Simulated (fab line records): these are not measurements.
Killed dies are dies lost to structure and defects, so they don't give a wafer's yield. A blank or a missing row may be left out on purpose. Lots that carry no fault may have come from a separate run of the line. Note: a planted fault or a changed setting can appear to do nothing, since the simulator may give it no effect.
A struck lot beside a sound one | flow gf180mcu | 15 steps out of a route of 602
Sound: the wafers L842.2, L842.3, L842.4. The struck wafers were L836.1, L836.2, L836.6. The cause is named last.
At each step with rows: each side's tool, then ch and its chambers, then its first start. Under that, the readings that differ: sound wafers | struck wafers | difference of the means | sigmas: that difference in standard deviations of wafers without a fault.
alike: readings whose means differ by less than 2 such deviations, and words and numbers that are the same on both sides. not compared: withheld readings, readings that some wafer has no value for, bounds like >300 that may hide the same value, and numbers for which the record gives no deviation and whose values overlap.
The two part at a step that has a row with sigmas, a row that says differs or no value, or rows on one side only. Numbers that don't overlap but have no deviation are shown without sigmas and don't part them. Lack of a reading on every wafer of one side parts them only where that side has two or more wafers.

first, 1 step without rows for these wafers: GF_NWELL_IMPLANT_09.
GF_NWELL_STRIP_10: strips in O2/N2.
  sound on plasma_asher-03 ch 0,1, day 6 00:29; struck on plasma_asher-02 ch 0,1, day 4 15:26
  reading            | sound       | struck      | difference | sigmas
  heater_power_w (W) | 306 306 338 | 343 399 407 | +66        | +2
  alike: drypump_motor_current_A, oes_product_au, strip_time_to_endpoint_s
  not compared: rf_hours_counter_h
GF_NWELL_TW_MEAS_11:
  sound on film_metro-04 at day 6 00:36; struck on film_metro-02 at day 4 15:32
  reading  | sound          | struck         | difference | sigmas
  NWELL_TW | 1540 1545 1551 | 1560 1573 1579 | +25        | +2
then, 7 steps without rows for these wafers: GF_LVPWELL_DEHYDRATE_00 (time 60 s); GF_LVPWELL_HMDS_01 (prime time 60 s); GF_LVPWELL_COAT_02 (resist thk 3000 nm); GF_LVPWELL_SOFTBAKE_03; GF_LVPWELL_EXPOSE_04 (exposes mask LVPWELL, target cd 600 nm); GF_LVPWELL_PEB_05; GF_LVPWELL_DEVELOP_06 (develop time 60 s).
GF_LVPWELL_OVL_MEAS_07:
  sound on overlay-01 at day 6 15:38; struck on overlay-02 at day 5 05:06
  alike: LVPWELL_OVL
next, for these wafers, 1 step has no rows: GF_LVPWELL_IMPLANT_08.
GF_LVPWELL_IMPLANT_09:
  sound on implanter-04 ch 0, day 6 15:50; struck on implanter-03 ch 0, day 5 05:17
  reading       | sound                         | struck                        | difference | sigmas
  dose_ions_cm2 | 4.998e+12 4.999e+12 4.997e+12 | 5.216e+12 5.218e+12 5.214e+12 | +2.180e+11 | +44
GF_LVPWELL_STRIP_10: strips in O2/N2.
  sound on plasma_asher-02 ch 0,1, day 6 15:58; struck on plasma_asher-02 ch 0,1, day 5 05:26
  alike: drypump_motor_current_A, heater_power_w, oes_product_au, strip_time_to_endpoint_s
  not compared: rf_hours_counter_h
GF_PASSIVATION_PROBE_99:
  sound wafers here have rows in the record (prober-01, day 32 17:06); struck ones have none

== WHERE THEY PART ==
Earliest at GF_NWELL_STRIP_10; latest, in this record, at GF_PASSIVATION_PROBE_99.

WHY: what the simulator had put in
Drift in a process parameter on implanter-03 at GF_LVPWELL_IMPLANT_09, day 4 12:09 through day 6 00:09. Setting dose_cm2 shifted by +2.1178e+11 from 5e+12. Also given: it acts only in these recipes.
